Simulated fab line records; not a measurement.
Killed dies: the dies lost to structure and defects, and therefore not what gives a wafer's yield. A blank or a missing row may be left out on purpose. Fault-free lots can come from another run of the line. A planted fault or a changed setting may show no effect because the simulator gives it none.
Comparing a struck lot with a sound one -- flow sky130 -- 32 steps out of a route of 708
Sound: wafers L668.1, L668.3, L668.4. Wafers struck: L681.2, L681.3, L681.6. The cause comes at the end.
Each step with rows lists, per side, the tool, then ch with its chambers, then its first start. Under that, the readings that differ: sound wafers -- struck wafers -- difference of the means -- sigmas: that difference in standard deviations of wafers without a fault.
alike: readings with means less than 2 such deviations apart, plus words and numbers identical on both sides. not compared: withheld readings, readings lacking a value on some wafer, bounds such as >300 that could conceal the same value, and numbers that have no deviation in the record and whose values overlap.
A row with sigmas, a row that says differs or no value, or rows on one side alone: a step with any of these is where the two part. When numbers do not overlap yet have no deviation, they are printed without sigmas and do not part them. A reading that every wafer of one side lacks parts them only if that side has two wafers or more.

SKY_CAP2M_THK_MEAS_01:
  sound on film_metro-02, day 39 05:59; struck on film_metro-04, day 43 05:18
  alike: CAP2M_CVD_00_THK
SKY_CAP2M_SPUTTER_02: material TiN, target thk 200 nm, time 166.7 s.
  sound on pvd_sputter-04, day 39 06:03; struck on pvd_sputter-02, day 43 05:21
  alike: susceptor_temp_C, throttle_valve_pct
SKY_CAP2M_RS_MEAS_03: measurement is done with a four-point probe.
  sound on film_metro-03, day 39 06:10; struck on film_metro-03, day 43 05:29
  alike: CAP2M_TIN_RS
SKY_CAP2M_THK_MEAS_04: measures by xrf.
  sound on film_metro-03, day 39 06:17; struck on film_metro-03, day 43 05:35
  alike: CAP2M_TIN_THK
then, 7 steps without rows for these wafers: SKY_CAP2M_DEHYDRATE_05 (time 60 s); SKY_CAP2M_HMDS_06 (prime time 60 s); SKY_CAP2M_COAT_07 (resist thk 1140 nm); SKY_CAP2M_SOFTBAKE_08 (time 60 s); SKY_CAP2M_EXPOSE_09 (exposes mask CAP2M, target cd 1000 nm); SKY_CAP2M_PEB_10; SKY_CAP2M_DEVELOP_11 (develop time 60 s).
SKY_CAP2M_OVL_MEAS_12:
  sound on overlay-01, day 40 07:40; struck on overlay-01, day 44 03:54
  alike: CAP2M_OVL
SKY_CAP2M_METAL_ETCH_13: etches TiN in Cl2/BCl3, stops on SiO2, target depth 220 nm, time 62.9 s.
  sound on rie_metal-04 ch 0,1, day 40 07:42; struck on rie_metal-04 ch 0,1, day 44 03:56
reading,sound,struck,difference,sigmas
oes_product_au (a.u.),0.946 0.942 0.950,0.910 0.901 0.910,-0.039,-5
run_length_s (s),90.7 90.7 91.4,94.6 95.7 95.4,+4.3,+12
model.NOVOLAK_of_CAP2M_COAT_07.thk_nm (nm),992.5 996 994.9,989.3 990.9 986.8,-5.5,
model.SiO2_of_CAP2M_CVD_00.thk_nm (nm),15.13 15.34 15.6,14.15 13.9 14.19,-1.28,
  alike: drypump_motor_current_A, throttle_valve_pct
  not compared: rf_hours_counter_h
SKY_CAP2M_STRIP_14: strips in O2/N2.
  sound on plasma_asher-02 ch 0,1, day 40 07:47; struck on plasma_asher-01 ch 0,1, day 44 04:01
  alike: drypump_motor_current_A, oes_product_au, strip_time_to_endpoint_s
  not compared: rf_hours_counter_h
then, 11 steps without rows for these wafers: SKY_CAP2M_STRIP_15 (strips in post etch residue remover, time 1200 s); SKY_CAP2M_CLEAN_16 (cleans in IPA, time 180 s); SKY_CAP2M_CLEAN_17 (cleans in O3/DIW); SKY_METAL4_DEHYDRATE_05 (time 60 s); SKY_METAL4_HMDS_06 (prime time 60 s); SKY_METAL4_COAT_07 (resist thk 60 nm); SKY_METAL4_COAT_08 (resist thk 1140 nm); SKY_METAL4_SOFTBAKE_09 (time 90 s); SKY_METAL4_EXPOSE_10 (exposes mask MM4, target cd 300 nm); SKY_METAL4_PEB_11; SKY_METAL4_DEVELOP_12 (develop time 60 s).
SKY_METAL4_CD_MEAS_13: target cd 300 nm.
  sound on cd_sem-02, day 41 08:05; struck on cd_sem-02, day 45 02:22
  alike: cd_nm
SKY_METAL4_OVL_MEAS_14:
  sound on overlay-01, day 41 08:13; struck on overlay-01, day 45 02:28
  alike: METAL4_OVL
SKY_METAL4_DESCUM_15: chemistry O2, time 8 s.
  sound on rie_metal-01 ch 0,1, day 41 08:15; struck on rie_metal-01 ch 0,1, day 45 02:30
  alike: drypump_motor_current_A, oes_product_au
  not compared: rf_hours_counter_h
SKY_METAL4_ETCH_16: etches BARC in N2/H2, stops on SiO2, time 88.2 s, target depth 60 nm.
  sound on rie_metal-01 ch 0,1, day 41 08:17; struck on rie_metal-01 ch 0,1, day 45 02:32
  alike: drypump_motor_current_A, oes_product_au, run_length_s, throttle_valve_pct
  not compared: rf_hours_counter_h
SKY_METAL4_ETCH_17: etches SiO2 in C4F8/O2/Ar, stops on TiN, time 3.9 s, target depth 15 nm.
  sound on rie_diel-01 ch 0,1,3, day 41 08:23; struck on rie_diel-01 ch 0,3, day 45 02:38
reading,sound,struck,difference,sigmas
oes_product_au (a.u.),0.748 0.753 0.760,0.716 0.713 0.720,-0.037,-5
model.etch.depth_nm (nm),15.13 15.34 15.6,14.15 13.9 14.19,-1.28,
  not compared: rf_hours_counter_h
SKY_METAL4_METAL_ETCH_18: etches the open film in Cl2/BCl3, stops on SiO2, target depth 845 nm, time 183.1 s.
  sound on rie_metal-03 ch 0,1, day 41 08:24; struck on rie_metal-02 ch 0,1, day 45 02:39
reading,sound,struck,difference,sigmas
run_length_s (s),211.8 211.8 211.6,211.4 210.7 210.8,-0.8,-2
  alike: drypump_motor_current_A, oes_product_au, throttle_valve_pct
  not compared: rf_hours_counter_h
-- the record jumps here: 4 days lie between the struck wafers' starts before and after (it left off in module METAL4 and takes up again in module PAD_OPEN, whose first step shown is number 708 of the route) --
SKY_PAD_OPEN_PROBE_99:
  sound on prober-01, day 45 09:14; struck on prober-02, day 48 16:46
  alike: defect_limited_yield, killed_at_M0_to_M3, killed_at_M4_up, killed_at_contacts, killed_at_front_end, killed_at_other, killed_dies, killed_on_rim, killed_open, killed_short, sort_bin_3_pad_short, sort_bin_5_function, sort_bin_6_memory, sort_n_pass, sort_yield_pct

== WHERE THEY PART ==
Earliest at SKY_CAP2M_METAL_ETCH_13; latest, in this record, at SKY_METAL4_METAL_ETCH_18. Later steps at which nothing parts them and some readings are alike: SKY_PAD_OPEN_PROBE_99.

WHY: whatever the simulator had introduced
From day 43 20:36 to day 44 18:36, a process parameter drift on rie_metal-04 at SKY_CAP2M_METAL_ETCH_13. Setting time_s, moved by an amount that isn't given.
